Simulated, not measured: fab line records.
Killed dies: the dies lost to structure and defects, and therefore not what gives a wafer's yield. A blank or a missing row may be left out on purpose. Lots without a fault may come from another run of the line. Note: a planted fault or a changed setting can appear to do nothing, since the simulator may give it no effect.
fab line records -- flow sky130
record: lots: 14, wafers: 42, lastDay: 50
route steps=708 shown LDD_LDN@296 SD_P@323 LI_CONTACT@363
lots that met no fault: from a run of the same line without faults
startH: the number of hours between the record's first day and the start of the first shown wafer of the lot -- waitH: hours since the lot's step before -- " same as the row above -- L1.1+2: one row covering several wafers at once -- - either no value or no given start -- * or withheld: withheld -- < > ~ a bound
route shown NAME@n: NAME is a module with steps in the file, n the number in the route of the first one -- usual: the fault-free wafers' mean and standard deviation -- same: alike in all rows -- chamber/n: place in a boat -- sites: per-site readings -- _std_site: their standard deviation -- _edge_site: inner sites' mean taken away from outer sites' mean -- radiusMm: for every site, how far away it sits from the centre of the wafer -- mask NAME#n: copy n -- behind: the tool/chamber that last shaped the wafer -- hold: why the lot was held/for how many hours/how that ended -- device: the n, p or np transistor that did not switch -- end of line: tests of these same wafers at the route's end -- a step without rows: its recipe alone -- killed: dies that structure and defects cost at the first sort, which is not the same as the wafer's yield -- map: dies across one wafer; x = killed, . = not, _ = none there
set.NAME: setting as actually run; set.NAME@STEP: the setting as run at that earlier step -- model.NAME: the simulator's own value behind a step, which no gauge read
one table for each step of the route and one row for each wafer, over a sample of lots
== steps ==
step: SKY_LDD_LDN_OVL_MEAS_07
usual: LDD_LDN_OVL: -0.3/1.3
lot.wafer,tool,chamber,startH,waitH,LDD_LDN_OVL[nm]
L219.2,overlay-01,-,547.25,0.1,-1.6
L219.5,overlay-01,-,547.25,0.1,-0.3
L219.6,overlay-01,-,547.25,0.1,-1.8
L218.3,overlay-02,-,566.80,0.1,-1.3
L218.4,overlay-02,-,566.80,0.1,-1.4
L218.5,overlay-02,-,566.80,0.1,-3.2
L224.1,overlay-02,-,577.89,0.1,2.4
L224.3,overlay-02,-,577.89,0.1,3.1
L224.6,overlay-02,-,577.89,0.1,0.1
L226.1,overlay-01,-,598.84,0.1,0.7
L226.2,overlay-01,-,598.84,0.1,1.0
L226.5,overlay-01,-,598.84,0.1,0.9
L227.3,overlay-02,-,613.42,0.1,0.7
L227.4,overlay-02,-,613.42,0.1,-0.5
L227.6,overlay-02,-,613.42,0.1,-0.4
L228.2,overlay-02,-,614.05,0.1,-0.1
L228.4,overlay-02,-,614.05,0.1,-1.3
L228.6,overlay-02,-,614.05,0.1,-0.3
L230.2,overlay-02,-,630.11,0.1,-1.7
L230.4,overlay-02,-,630.11,0.1,-2.2
L230.6,overlay-02,-,630.11,0.1,-1.3
L234.1,overlay-02,-,675.89,0.1,-1.2
L234.3,overlay-02,-,675.89,0.1,-1.3
L234.5,overlay-02,-,675.89,0.1,0.1
L233.2,overlay-02,-,679.91,0.1,0.4
L233.4,overlay-02,-,679.91,0.1,-0.5
L233.6,overlay-02,-,679.91,0.1,0.7
L235.1,overlay-01,-,689.00,0.1,-0.2
L235.2,overlay-01,-,689.00,0.1,0.5
L235.4,overlay-01,-,689.00,0.1,-0.9
L237.1,overlay-01,-,694.50,0.1,-0.3
L237.3,overlay-01,-,694.50,0.1,-0.4
L237.6,overlay-01,-,694.50,0.1,-0.6
L238.2,overlay-01,-,700.51,0.1,-1.4
L238.3,overlay-01,-,700.51,0.1,-1.9
L238.6,overlay-01,-,700.51,0.1,-2.0
L240.1,overlay-02,-,717.26,0.1,1.3
L240.2,overlay-02,-,717.26,0.1,1.7
L240.5,overlay-02,-,717.26,0.1,0.9
L241.1,overlay-02,-,723.90,0.1,-3.1
L241.2,overlay-02,-,723.90,0.1,-2.5
L241.6,overlay-02,-,723.90,0.1,0.2
step: SKY_SD_P_SOFTBAKE_03
recipe: tempC: 90, timeS: 60, resist: NOVOLAK
usual: heaterPowerTotalW: 56.59/0.045, plateTempC: 89.98/0.11
same: timeS: 60
lot.wafer,tool,chamber,startH,waitH,heaterPowerTotalW,plateTempC
L219.2,lithoTrack-02,0,594.57,0.1,56.56,90.06
L219.5,lithoTrack-02,0,594.57,0.1,56.66,90.17
L219.6,lithoTrack-02,0,594.57,0.1,56.63,90.11
L218.3,lithoTrack-03,0,612.22,0.1,56.56,89.97
L218.4,lithoTrack-03,0,612.22,0.1,56.61,89.81
L218.5,lithoTrack-03,0,612.22,0.1,56.54,89.89
L224.1,lithoTrack-01,0,624.51,0.1,56.58,89.99
L224.3,lithoTrack-01,0,624.51,0.1,56.57,90.25
L224.6,lithoTrack-01,0,624.51,0.1,56.61,90.00
L226.1,lithoTrack-03,0,646.32,0.1,56.62,90.00
L226.2,lithoTrack-03,0,646.32,0.1,56.68,90.11
L226.5,lithoTrack-03,0,646.32,0.1,56.63,89.95
L228.2,lithoTrack-01,0,659.33,0.1,56.53,89.86
L228.4,lithoTrack-01,0,659.33,0.1,56.52,89.73
L228.6,lithoTrack-01,0,659.33,0.1,56.56,89.74
L227.3,lithoTrack-02,0,659.64,0.1,56.60,89.87
L227.4,lithoTrack-02,0,659.64,0.1,56.63,89.98
L227.6,lithoTrack-02,0,659.64,0.1,56.68,90.03
L230.2,lithoTrack-02,0,687.27,0.1,56.63,90.21
L230.4,lithoTrack-02,0,687.27,0.1,56.64,90.04
L230.6,lithoTrack-02,0,687.27,0.1,56.61,89.95
L234.1,lithoTrack-03,0,720.67,0.1,56.66,89.94
L234.3,lithoTrack-03,0,720.67,0.1,56.51,90.04
L234.5,lithoTrack-03,0,720.67,0.1,56.62,89.86
L233.2,lithoTrack-01,0,723.73,0.1,56.62,90.01
L233.4,lithoTrack-01,0,723.73,0.1,56.62,89.96
L233.6,lithoTrack-01,0,723.73,0.1,56.53,89.83
L235.1,lithoTrack-02,0,734.09,0.1,53.53,86.59
L235.2,lithoTrack-02,0,734.09,0.1,53.44,86.44
L235.4,lithoTrack-02,0,734.09,0.1,53.46,86.51
L237.1,lithoTrack-02,0,739.74,0.1,53.50,86.55
L237.3,lithoTrack-02,0,739.74,0.1,53.41,86.40
L237.6,lithoTrack-02,0,739.74,0.1,53.45,86.47
L238.2,lithoTrack-01,0,745.88,0.1,56.59,89.96
L238.3,lithoTrack-01,0,745.88,0.1,56.58,89.79
L238.6,lithoTrack-01,0,745.88,0.1,56.63,89.83
L240.1,lithoTrack-01,0,763.81,0.1,56.60,90.05
L240.2,lithoTrack-01,0,763.81,0.1,56.58,89.97
L240.5,lithoTrack-01,0,763.81,0.1,56.62,90.08
L241.1,lithoTrack-01,0,768.86,0.1,56.59,89.76
L241.2,lithoTrack-01,0,768.86,0.1,56.56,90.00
L241.6,lithoTrack-01,0,768.86,0.1,56.64,89.97
step: SKY_LI_CONTACT_THK_MEAS_01
recipe: reads: PSG_of_LI_CONTACT_HDPCVD_00
usual: LI_CONTACT_HDPCVD_THK: 930/9.7
lot.wafer,tool,chamber,startH,waitH,LI_CONTACT_HDPCVD_THK[nm]
L219.2,filmMetro-04,-,667.33,0.1,926
L219.5,filmMetro-04,-,667.33,0.1,937
L219.6,filmMetro-04,-,667.33,0.1,954
L218.3,filmMetro-04,-,685.44,0.1,920
L218.4,filmMetro-04,-,685.44,0.1,919
L218.5,filmMetro-04,-,685.44,0.1,913
L224.1,filmMetro-01,-,696.51,0.1,926
L224.3,filmMetro-01,-,696.51,0.1,941
L224.6,filmMetro-01,-,696.51,0.1,946
L226.1,filmMetro-02,-,718.49,0.1,921
L226.2,filmMetro-02,-,718.49,0.1,922
L226.5,filmMetro-02,-,718.49,0.1,932
L228.2,filmMetro-04,-,731.03,0.1,931
L228.4,filmMetro-04,-,731.03,0.1,924
L228.6,filmMetro-04,-,731.03,0.1,942
L227.3,filmMetro-02,-,731.95,0.1,930
L227.4,filmMetro-02,-,731.95,0.1,921
L227.6,filmMetro-02,-,731.95,0.1,935
L230.2,filmMetro-04,-,758.74,0.1,928
L230.4,filmMetro-04,-,758.74,0.1,930
L230.6,filmMetro-04,-,758.74,0.1,932
L234.1,filmMetro-01,-,790.58,0.1,941
L234.3,filmMetro-01,-,790.58,0.1,930
L234.5,filmMetro-01,-,790.58,0.1,920
L233.2,filmMetro-04,-,791.79,0.1,923
L233.4,filmMetro-04,-,791.79,0.1,910
L233.6,filmMetro-04,-,791.79,0.1,940
L235.1,filmMetro-01,-,803.08,0.1,930
L235.2,filmMetro-01,-,803.08,0.1,924
L235.4,filmMetro-01,-,803.08,0.1,921
L237.1,filmMetro-04,-,807.96,0.1,935
L237.3,filmMetro-04,-,807.96,0.1,929
L237.6,filmMetro-04,-,807.96,0.1,939
L238.2,filmMetro-04,-,814.52,0.1,936
L238.3,filmMetro-04,-,814.52,0.1,925
L238.6,filmMetro-04,-,814.52,0.1,932
L240.1,filmMetro-02,-,831.63,0.1,920
L240.2,filmMetro-02,-,831.63,0.1,920
L240.5,filmMetro-02,-,831.63,0.1,925
L241.1,filmMetro-02,-,836.68,0.1,926
L241.2,filmMetro-02,-,836.68,0.1,923
L241.6,filmMetro-02,-,836.68,0.1,927
step: SKY_LI_CONTACT_BOW_MEAS_03
recipe: mode: bow
usual: LI_CONTACT_BOW: 56/6.8
lot.wafer,tool,chamber,startH,waitH,LI_CONTACT_BOW[um]
L219.2,filmMetro-01,-,667.70,0.2,40
L219.5,filmMetro-01,-,667.70,0.2,61
L219.6,filmMetro-01,-,667.70,0.2,57
L218.3,filmMetro-01,-,685.82,0.2,79
L218.4,filmMetro-01,-,685.82,0.2,62
L218.5,filmMetro-01,-,685.82,0.2,68
L224.1,filmMetro-02,-,696.87,0.1,62
L224.3,filmMetro-02,-,696.87,0.1,52
L224.6,filmMetro-02,-,696.87,0.1,53
L226.1,filmMetro-02,-,718.85,0.1,46
L226.2,filmMetro-02,-,718.85,0.1,59
L226.5,filmMetro-02,-,718.85,0.1,52
L228.2,filmMetro-01,-,731.40,0.3,46
L228.4,filmMetro-01,-,731.40,0.3,59
L228.6,filmMetro-01,-,731.40,0.3,58
L227.3,filmMetro-04,-,732.33,0.2,57
L227.4,filmMetro-04,-,732.33,0.2,58
L227.6,filmMetro-04,-,732.33,0.2,63
L230.2,filmMetro-01,-,759.11,0.2,60
L230.4,filmMetro-01,-,759.11,0.2,49
L230.6,filmMetro-01,-,759.11,0.2,59
L234.1,filmMetro-02,-,790.94,0.2,53
L234.3,filmMetro-02,-,790.94,0.2,56
L234.5,filmMetro-02,-,790.94,0.2,51
L233.2,filmMetro-02,-,792.16,0.2,39
L233.4,filmMetro-02,-,792.16,0.2,61
L233.6,filmMetro-02,-,792.16,0.2,48
L235.1,filmMetro-02,-,803.44,0.2,53
L235.2,filmMetro-02,-,803.44,0.2,53
L235.4,filmMetro-02,-,803.44,0.2,52
L237.1,filmMetro-02,-,808.32,0.2,54
L237.3,filmMetro-02,-,808.32,0.2,51
L237.6,filmMetro-02,-,808.32,0.2,59
L238.2,filmMetro-04,-,814.89,0.2,49
L238.3,filmMetro-04,-,814.89,0.2,61
L238.6,filmMetro-04,-,814.89,0.2,64
L240.1,filmMetro-01,-,831.99,0.1,48
L240.2,filmMetro-01,-,831.99,0.1,58
L240.5,filmMetro-01,-,831.99,0.1,62
L241.1,filmMetro-01,-,837.04,0.2,45
L241.2,filmMetro-01,-,837.04,0.2,47
L241.6,filmMetro-01,-,837.04,0.2,60
== key ==
firstSign: step: SKY_SD_P_SOFTBAKE_03, reading: heaterPowerTotalW, direction: down, sigmas: 70, usual: *, struck: *
effect: step: SKY_SD_P_SOFTBAKE_03, reading: plateTempC, direction: down, sigmas: 31, usual: *, struck: *
metAt SKY_SD_P_SOFTBAKE_03
struckLots L235,L237
testerLeftOut L235,L237
notActingAt SKY_LDD_LDN_OVL_MEAS_07,SKY_LI_CONTACT_THK_MEAS_01,SKY_LI_CONTACT_BOW_MEAS_03
onsetBetween 687.27 734.09
fault: kind: processParameterDrift, tool: lithoTrack-02, chamber: -, onsetH: 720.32, steps: SKY_SD_P_SOFTBAKE_03, channel: tempC, offset: *, shape: step, endH: 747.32, actsIn: *, stated: *
testerLeftOut: of these lots the tester's yield and bins aren't shown, on N5 and GAA mostly nor the transistor test; their killed dies are dies lost to structure and defects alone, not to doping, threshold or leakage, so they don't give the yield
